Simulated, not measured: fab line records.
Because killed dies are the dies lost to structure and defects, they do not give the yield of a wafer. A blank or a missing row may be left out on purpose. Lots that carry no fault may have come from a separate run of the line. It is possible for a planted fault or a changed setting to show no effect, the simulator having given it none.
Chamber matching ; flow gf180mcu ; GF_V5_CVD_02 on pecvd-03: 3 sister chambers
The step deposits SiO2 from TEOS, target thk 1450 nm, time 163.28 s. 14 wafers are shown with their chamber, then 7 later ones without.

## WAFERS PAIRED WITH THEIR CHAMBERS
wafer;chamber;heater_power_w (W)
L076.1;2;776
L076.2;0;587
L076.6;0;671
L088.3;0;641
L088.4;0;718
L088.5;1;591
L090.3;2;840
L090.5;2;684
L090.6;0;564
L091.2;0;629
L091.3;1;574
L091.4;2;822
L093.2;0;689
L093.3;1;557

SIGNATURES (means of the wafers above)
reading;chamber 0;chamber 1;chamber 2;scatter within a chamber
heater_power_w;642.71;574.00;780.50;55
Rule: for a wafer and a chamber, the distance is found by dividing, reading by reading, the gap between the wafer's reading and the chamber's mean by the reading's scatter, squaring, summing and taking the root. If the next closest chamber is less than 2 further off than the closest, the wafer can't be placed; otherwise it belongs to the closest. The scatter: the root of (the sum of the squares of (reading less its chamber's mean) over the shown wafers, divided by (wafers less chambers)).

## WAFERS WITHOUT THEIR CHAMBER
wafer;heater_power_w (W)
L093.5;580
L095.2;499
L095.4;707
L095.6;560
L096.3;623
L096.5;680
L096.6;472

## WHICH CHAMBER EACH ONE RAN IN
wafer;from the rows above;in truth
L093.5;can't be placed: 1 or 0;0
L095.2;can't be placed: 1 or 0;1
L095.4;can't be placed: 0 or 2 or 1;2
L095.6;can't be placed: 1 or 0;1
L096.3;can't be placed: 0 or 1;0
L096.5;can't be placed: 0 or 2 or 1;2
L096.6;can't be placed: 1 or 0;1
Placed correctly: 0 of 7. From these rows, 7 cannot be placed; in 7 the true chamber is one of the candidates. Number placed wrongly: 0.
